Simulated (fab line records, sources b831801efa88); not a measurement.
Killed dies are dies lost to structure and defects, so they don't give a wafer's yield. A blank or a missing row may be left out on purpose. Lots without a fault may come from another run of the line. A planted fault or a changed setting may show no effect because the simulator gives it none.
Which tool did it? | flow sky130 | 14 lots, 42 wafers sampled, at 4 steps of a route of 708

WHAT THE GAUGES READ, wafer by wafer
SKY_SD_N_CD_MEAS_07: target cd 380 nm.
lot  | measured     | on        | cd_nm (nm)
L474 | day 29 02:31 | cd_sem-02 | 379 377 377
L475 | day 29 06:39 | cd_sem-01 | 377 376 378
L479 | day 30 14:32 | cd_sem-01 | 383 383 386
L480 | day 30 19:43 | cd_sem-01 | 380 380 381
L481 | day 31 16:40 | cd_sem-01 | 376 375 375
L486 | day 33 03:29 | cd_sem-02 | 380 382 381
L490 | day 34 04:51 | cd_sem-02 | 380 378 376
L491 | day 34 12:08 | cd_sem-01 | 374 373 372
L492 | day 34 13:04 | cd_sem-01 | 381 380 382
L493 | day 35 05:20 | cd_sem-01 | 381 382 383
L494 | day 35 08:42 | cd_sem-01 | 378 377 379
L495 | day 35 22:43 | cd_sem-01 | 377 373 376
L496 | day 35 23:23 | cd_sem-01 | 379 380 380
L497 | day 36 10:07 | cd_sem-02 | 378 379 380

SKY_SD_N_RS_MEAS_16: measures by four-point-probe.
lot  | measured     | on            | SD_N_RS (ohm/sq)
L474 | day 29 03:21 | film_metro-02 | 68.54 68.72 68.62
L475 | day 29 07:29 | film_metro-02 | 68.76 68.58 68.71
L479 | day 30 15:22 | film_metro-04 | 68.59 68.57 68.58
L480 | day 30 20:33 | film_metro-02 | 68.62 68.52 68.58
L481 | day 31 17:31 | film_metro-01 | 68.45 68.49 68.39
L486 | day 33 04:20 | film_metro-02 | 68.60 68.67 68.55
L490 | day 34 05:41 | film_metro-01 | 68.49 68.41 68.40
L491 | day 34 12:58 | film_metro-02 | 68.68 68.74 68.72
L492 | day 34 13:55 | film_metro-01 | 68.46 68.34 68.35
L493 | day 35 06:11 | film_metro-02 | 68.73 68.61 68.65
L494 | day 35 09:32 | film_metro-02 | 68.50 68.63 68.49
L495 | day 35 23:34 | film_metro-01 | 68.40 68.48 68.47
L496 | day 36 00:14 | film_metro-01 | 68.48 68.47 68.37
L497 | day 36 10:57 | film_metro-01 | 68.52 68.35 68.47

SKY_SD_N_RS_MEAS_17: measures by four-point-probe.
lot  | measured     | on            | SD_P_RS (ohm/sq)
L474 | day 29 03:28 | film_metro-02 | 147.2 146.8 147.0
L475 | day 29 07:37 | film_metro-02 | 147.5 146.9 147.7
L479 | day 30 15:29 | film_metro-04 | 147.0 147.3 147.5
L480 | day 30 20:40 | film_metro-02 | 147.0 147.0 147.0
L481 | day 31 17:38 | film_metro-01 | 147.4 147.1 147.3
L486 | day 33 04:27 | film_metro-02 | 147.2 147.6 147.3
L490 | day 34 05:49 | film_metro-01 | 147.1 146.6 146.8
L491 | day 34 13:05 | film_metro-02 | 147.8 147.7 147.8
L492 | day 34 14:02 | film_metro-01 | 146.8 147.0 146.7
L493 | day 35 06:18 | film_metro-02 | 147.1 146.6 147.0
L494 | day 35 09:40 | film_metro-02 | 147.0 147.4 147.3
L495 | day 35 23:41 | film_metro-01 | 147.0 146.6 146.4
L496 | day 36 00:21 | film_metro-01 | 147.1 147.2 146.7
L497 | day 36 11:04 | film_metro-01 | 147.2 147.3 147.4

WHICH TOOL RAN EACH LOT (tool, then ch and the chambers of the sampled wafers, then the start)
lot  | SKY_LDD_LDN_CLEAN_14
L474 | wet_bench-02 ch 1, day 24 00:47
L475 | wet_bench-01 ch 1, day 24 05:38
L479 | wet_bench-02 ch 3, day 25 13:08
L480 | wet_bench-01 ch 0, day 25 21:51
L481 | wet_bench-04 ch 2, day 26 18:50
L486 | wet_bench-01 ch 2, day 28 05:14
L490 | wet_bench-04 ch 3, day 29 08:20
L491 | wet_bench-04 ch 1, day 29 17:25
L492 | wet_bench-01 ch 3, day 29 17:42
L493 | wet_bench-01 ch 2, day 30 10:07
L494 | wet_bench-01 ch 0, day 30 13:25
L495 | wet_bench-02 ch 3, day 31 03:42
L496 | wet_bench-01 ch 1, day 31 07:02
L497 | wet_bench-02 ch 0, day 31 16:55
- SKY_LDD_LDN_CLEAN_14: cleans in SC1/SC2, time 150 s.

WHAT THE TOOLS THEMSELVES READ (means of the sampled wafers that have a number; where no wafer has one, the mark that the record gives instead)
SKY_LDD_LDN_CLEAN_14.
lot  | tool         | bath_guard_temp_C (C) | bath_heat_duty_pct (%)
L474 | wet_bench-02 | 70.3                  | 12.5
L475 | wet_bench-01 | 69.5                  | 14.3
L479 | wet_bench-02 | -                     | -
L480 | wet_bench-01 | -                     | -
L481 | wet_bench-04 | -                     | -
L486 | wet_bench-01 | 70.3                  | 12.8
L490 | wet_bench-04 | 69.6                  | 14.9
L491 | wet_bench-04 | 70.1                  | 11.9
L492 | wet_bench-01 | 70.3                  | 16.4
L493 | wet_bench-01 | 70.5                  | 12.2
L494 | wet_bench-01 | 69.9                  | 12.6
L495 | wet_bench-02 | 70.0                  | 10.5
L496 | wet_bench-01 | 69.7                  | 15.0
L497 | wet_bench-02 | 69.6                  | 13.0

THE ANSWER, worked out from the rows above alone
Rule: what is usual is taken from the lots themselves. Put in order of their means at a reading, lots are off if they are a third of the lots or fewer, leave a main group of 4 or more, and stand apart from it by a gap of 3 or more times the standard deviation of the main group's means; of several such gaps the widest counts. A main group whose means are all the same, to the digits that the tables above print for the reading, isn't used. A lot without any number at a reading at which 4 lots or more have one is off too. The other lots that the step has rows for count as sound. The gauges are gone through in route order, then the tools' own readings, and for those a lot's mean is taken as printed above. The first step at which some lot is off is used, and at that step the reading that is off furthest; a lot without a number counts as furthest.
Off: L479, L480, L481, at SKY_LDD_LDN_CLEAN_14 (bath_guard_temp_C). Without a number there: L479, L480, L481. The main group: mean 70.0 C, standard deviation 0.33.
A tool fits if, at that step or a process step before it, it ran every lot that is off, and no sound lot after the first of them. None of those tried fits.

WHAT THE SIMULATOR HAD PUT IN
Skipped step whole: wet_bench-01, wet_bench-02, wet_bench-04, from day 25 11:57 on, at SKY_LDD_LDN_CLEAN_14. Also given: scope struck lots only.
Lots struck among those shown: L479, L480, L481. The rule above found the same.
